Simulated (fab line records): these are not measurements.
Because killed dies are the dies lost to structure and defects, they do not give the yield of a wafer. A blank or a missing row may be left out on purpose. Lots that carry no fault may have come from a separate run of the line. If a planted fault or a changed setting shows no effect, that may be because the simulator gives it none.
A lot that was struck, set against a sound lot	flow sky130	23 steps out of a route of 708
Sound: these wafers, L413.1, L413.2, L413.4. Wafers struck: L427.3, L427.4, L427.5. The cause is named last.
Each step with rows lists, per side, the tool, then ch with its chambers, then its first start. Under that, the readings that differ: sound wafers	struck wafers	difference of the means	sigmas: that difference in standard deviations of wafers without a fault.
alike: readings whose means differ by less than 2 such deviations, and words and numbers that are the same on both sides. not compared: withheld readings, readings that some wafer has no value for, bounds like >300 that may hide the same value, and numbers for which the record gives no deviation and whose values overlap.
A row with sigmas, a row that says differs or no value, or rows on one side alone: a step with any of these is where the two part. Numbers that have no deviation but don't overlap get no sigmas and don't part them. A reading that every wafer of one side lacks parts them only if that side has two wafers or more.

first, 6 steps without rows for these wafers: SKY_VT_ADJUST_LVTN_HMDS_12 (prime time 60 s); SKY_VT_ADJUST_LVTN_COAT_13 (resist thk 1140 nm); SKY_VT_ADJUST_LVTN_SOFTBAKE_14 (time 60 s); SKY_VT_ADJUST_LVTN_EXPOSE_15 (exposes mask HVN STD DERIVED, target cd 600 nm); SKY_VT_ADJUST_LVTN_PEB_16; SKY_VT_ADJUST_LVTN_DEVELOP_17 (develop time 60 s).
SKY_VT_ADJUST_LVTN_OVL_MEAS_18:
  sound on overlay-02, day 8 14:38; struck on overlay-02, day 11 23:40
  alike: VT_ADJUST_LVTN_01_OVL
then, 1 step without rows for these wafers: SKY_VT_ADJUST_LVTN_IMPLANT_19.
SKY_VT_ADJUST_LVTN_STRIP_20: strips in O2/N2.
  sound on plasma-asher-03 ch 0,1, day 8 14:49; struck on plasma-asher-03 ch 0,1, day 11 23:52
  alike: drypump-motor-current-A, n2-flow-sccm, oes-product-au, strip-time-to-endpoint-s
  not compared: rf-hours-counter-h
SKY_VT_ADJUST_LVTN_TW_MEAS_21:
  sound on film-metro-01, day 8 14:55; struck on film-metro-01, day 11 23:57
  alike: VT_ADJUST_LVTN_2_TW
then, 2 steps without rows for these wafers: SKY_VT_ADJUST_NCORE_DEHYDRATE_00 (time 60 s); SKY_VT_ADJUST_NCORE_HMDS_01 (prime time 60 s).
SKY_VT_ADJUST_NCORE_COAT_02: resist thk 1140 nm.
  sound on litho-track-01 ch 0, day 8 23:55; struck on litho-track-03 ch 0, day 12 11:50
reading	sound	struck	difference	sigmas
spin-speed-rpm (rpm)	2999.3 2999.9 3000.9	2166.1 2173.5 2167.9	-830.9	-99 or more
model.NOVOLAK_of_VT_ADJUST_NCORE_COAT_02.thk-nm (nm)	1143 1144 1143	1341 1342 1341	+198	
then, 3 steps without rows for these wafers: SKY_VT_ADJUST_NCORE_SOFTBAKE_03 (time 60 s); SKY_VT_ADJUST_NCORE_EXPOSE_04 (exposes mask LVTN COMPLEMENT THIN, target cd 380 nm); SKY_VT_ADJUST_NCORE_PEB_05.
SKY_VT_ADJUST_NCORE_DEVELOP_06: develop time 60 s.
  sound on litho-track-04 ch 0, day 9 10:47; struck on litho-track-04 ch 0, day 12 23:26
reading	sound	struck	difference	sigmas
model.NOVOLAK_of_VT_ADJUST_NCORE_COAT_02.thk-nm (nm)	1142 1144 1142	1341 1342 1341	+199	
SKY_VT_ADJUST_NCORE_CD_MEAS_07 targets a cd of 380 nm.
  sound on cd-sem-01, day 9 10:56; struck on cd-sem-02, day 12 23:34
reading	sound	struck	difference	sigmas
cd-nm (nm)	374.6 375.4 375.3	364.0 364.0 364.9	-10.8	-4
SKY_VT_ADJUST_NCORE_OVL_MEAS_08:
  sound on overlay-01, day 9 11:03; struck on overlay-01, day 12 23:40
  alike: VT_ADJUST_NCORE_OVL
then, 1 step without rows for these wafers: SKY_VT_ADJUST_NCORE_IMPLANT_09.
SKY_VT_ADJUST_NCORE_STRIP_10: strips in O2/N2.
  sound on plasma-asher-04 ch 0,1, day 9 11:14; struck on plasma-asher-03 ch 0,1, day 12 23:52
reading	sound	struck	difference	sigmas
strip-time-to-endpoint-s (s)	14.20 14.22 14.21	16.46 16.47 16.45	+2.25	+56
  alike: drypump-motor-current-A, n2-flow-sccm, oes-product-au
  not compared: rf-hours-counter-h
SKY_VT_ADJUST_NCORE_TW_MEAS_11:
  sound on film-metro-04, day 9 11:20; struck on film-metro-04, day 12 23:58
  alike: VT_ADJUST_NCORE_TW
-- record jumps: 37 days separate the struck wafers' starts on either side; left off in module VT_ADJUST_NCORE, taken up again in module PAD_OPEN, whose first shown step is the route's number 708 --
SKY_PAD_OPEN_PROBE_99:
  sound on prober-01, day 46 16:39; struck on prober-01, day 49 13:18
  alike: killed_at_M0_to_M3, killed_at_M4_up, killed-at-contacts, killed-at-front-end, killed-at-other, killed-dies, killed-open, killed-short

## WHERE THEY PART
Earliest at SKY_VT_ADJUST_NCORE_COAT_02; latest, in this record, at SKY_VT_ADJUST_NCORE_STRIP_10. Later steps at which nothing parts them and some readings are alike: SKY_VT_ADJUST_NCORE_TW_MEAS_11, SKY_PAD_OPEN_PROBE_99.

WHY: the cause the simulator had injected
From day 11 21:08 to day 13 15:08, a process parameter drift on litho-track-03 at SKY_VT_ADJUST_NCORE_COAT_02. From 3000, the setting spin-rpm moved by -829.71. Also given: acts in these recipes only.
